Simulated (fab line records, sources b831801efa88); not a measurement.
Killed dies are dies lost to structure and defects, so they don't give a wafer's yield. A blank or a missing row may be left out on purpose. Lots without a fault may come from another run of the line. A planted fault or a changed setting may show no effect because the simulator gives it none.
Split-lot experiment | flow sfq_line | 5 lots, 23 wafers read, on a route of 325 steps

THE SPLIT
At SFQ_TRILAYER_INCOMING_OXIDATION_002 (target thk 500 nm, ox time 4939 s), the setting temp_c was moved away from the recipe's 1000 C on 20 of the 23 wafers read, by -2.3% to +1.8%. The other wafers ran this setting at the recipe's value.

The reading is taken at the split's own step.

THE READING
SiO2_of_TRILAYER_INCOMING_OXIDATION_002.thk_nm (the simulator's own value, which no gauge read), in nm, at SFQ_TRILAYER_INCOMING_OXIDATION_002 (target thk 500 nm, ox time 4939 s). The file gives no usual value for it. The 3 wafers here that ran the recipe average 510.2 nm, standard deviation 3.6 nm.

wafer  | tool, chamber at the split | temp_c as run, C | against the recipe | SiO2_of_TRILAYER_INCOMING_OXIDATION_002.thk_nm, nm | against lot-mates on the recipe
L075.1 | -, -                       | 1018             | +1.8%              | 565.6                                              | no lot-mate on the recipe
L075.2 | -, -                       | 1018             | +1.8%              | 564.7                                              | no lot-mate on the recipe
L075.3 | -, -                       | 1018             | +1.8%              | 563.3                                              | no lot-mate on the recipe
L075.5 | -, -                       | 1018             | +1.8%              | 560                                                | no lot-mate on the recipe
L075.6 | -, -                       | 1018             | +1.8%              | 570.3                                              | no lot-mate on the recipe
L077.1 | -, -                       | 1014             | +1.4%              | 549.1                                              | no lot-mate on the recipe
L077.2 | -, -                       | 1014             | +1.4%              | 546.2                                              | no lot-mate on the recipe
L077.4 | -, -                       | 1014             | +1.4%              | 548.2                                              | no lot-mate on the recipe
L077.5 | -, -                       | 1014             | +1.4%              | 547.2                                              | no lot-mate on the recipe
L077.6 | -, -                       | 1014             | +1.4%              | 547                                                | no lot-mate on the recipe
L079.2 | furnace-02, 0              | 1000             | recipe             | 515                                                | -
L079.4 | furnace-02, 0              | 1000             | recipe             | 509.3                                              | -
L079.5 | furnace-02, 0              | 1000             | recipe             | 506.2                                              | -
L083.1 | -, -                       | 982.9            | -1.7%              | 432.5                                              | no lot-mate on the recipe
L083.2 | -, -                       | 982.9            | -1.7%              | 442.6                                              | no lot-mate on the recipe
L083.3 | -, -                       | 982.9            | -1.7%              | 442.6                                              | no lot-mate on the recipe
L083.4 | -, -                       | 982.9            | -1.7%              | 443.7                                              | no lot-mate on the recipe
L083.6 | -, -                       | 982.9            | -1.7%              | 445.1                                              | no lot-mate on the recipe
L084.1 | -, -                       | 976.5            | -2.3%              | 431.5                                              | no lot-mate on the recipe
L084.2 | -, -                       | 976.5            | -2.3%              | 433.4                                              | no lot-mate on the recipe
L084.3 | -, -                       | 976.5            | -2.3%              | 431.7                                              | no lot-mate on the recipe
L084.4 | -, -                       | 976.5            | -2.3%              | 427.4                                              | no lot-mate on the recipe
L084.5 | -, -                       | 976.5            | -2.3%              | 435.1                                              | no lot-mate on the recipe

THE FIT
A straight line over all 23 wafers: SiO2_of_TRILAYER_INCOMING_OXIDATION_002.thk_nm changes by +32.8 nm for each +1% of temp_c; r = +1.00; the points scatter about the line by 5.9 nm.
Too few moved wafers have a lot-mate on the recipe to fit a line with each lot's own level taken away.

THE FILE'S OWN FIT
SiO2_of_TRILAYER_INCOMING_OXIDATION_002.thk_nm changes by +32.8 nm for each +1% of temp_c, r = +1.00.
